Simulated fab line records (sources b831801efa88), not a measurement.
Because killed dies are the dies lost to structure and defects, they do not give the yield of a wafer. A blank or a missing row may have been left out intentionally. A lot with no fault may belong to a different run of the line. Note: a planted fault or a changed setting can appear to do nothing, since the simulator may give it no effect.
2 desks, one fault / flow gf180mcu / each desk has only its own numbers; what lay behind them comes last

== FOR THE TOOL OWNER'S DESK: pecvd-04 ==
The tool's own readings at GF_MIM_CVD_05 (deposits Si3N4, target thk 42 nm, time 29.086 s): means of the sampled wafers that have a number, for each lot that ran on this tool. Marked OUT: a lot whose mean sits more than 4 standard deviations from the usual mean, which makes it out of limits; the brackets give that distance.
Columns: A = heaterPowerW at GF_MIM_CVD_05, usual 687 W
lot=L569; first seen here=day 27 03:02; A=599
lot=L570; first seen here=day 27 10:17; A=620
lot=L572; first seen here=day 28 01:16; A=669
lot=L575; first seen here=day 28 19:56; A=592
lot=L585; first seen here=day 31 10:17; A=709
Result from this desk: across the 5 lots, nothing is out of limits.

== METROLOGY DESK ==
What the gauges read, lot by lot, whatever tool the lot ran on: means of the sampled wafers that have a number. Marked OUT: a lot whose mean sits more than 4 standard deviations from the usual mean, which makes it out of limits; the brackets give that distance.
Columns: A = V3_W_THK at GF_V3_THK_MEAS_25, usual 351 nm; B = MIM_CVD_05_THK at GF_MIM_THK_MEAS_06, usual 42.0 nm
lot=L565; first seen here=day 23 15:56; A=354; B=41.4
lot=L566; first seen here=day 23 22:12; A=348; B=42.1
lot=L567; first seen here=day 24 08:40; A=352; B=41.5
lot=L569; first seen here=day 25 05:40; A=352; B=41.6
lot=L570; first seen here=day 25 12:08; A=351; B=42.3
lot=L572; first seen here=day 26 05:32; A=355; B=44.1
lot=L573; first seen here=day 26 06:07; A=350; B=41.6
lot=L575; first seen here=day 27 01:05; A=351; B=45.0 (+5.4) OUT
lot=L580; first seen here=day 28 10:02; A=351; B=42.2
lot=L583; first seen here=day 29 04:20; A=351; B=41.2
lot=L584; first seen here=day 29 10:45; A=354; B=41.7
lot=L585; first seen here=day 29 17:56; A=351; B=42.5
This desk finds L575 out of limits, with the earliest case on L575 at day 28 19:58 (MIM_CVD_05_THK at GF_MIM_THK_MEAS_06). L565, L566, L567, L569, L570, L572, L573, L580, L583, L584, L585: within limits.

== PUT TOGETHER ==
L575 would have let the metrology desk raise an alarm at day 28 19:58.
The desk of the tool owner found nothing out of limits.
Tool owner's desk: L575 on record, inside its limits.
GF_MIM_CVD_05 was run on pecvd-04 by each of the lots named.

== WHAT THE SIMULATOR PUT IN ==
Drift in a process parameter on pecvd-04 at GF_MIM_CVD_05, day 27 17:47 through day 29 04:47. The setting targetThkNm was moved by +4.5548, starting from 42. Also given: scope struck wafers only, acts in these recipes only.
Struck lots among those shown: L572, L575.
Per desk, hours elapsed from the start of the fault to the first reading out of limits: for the metrology desk, 26.
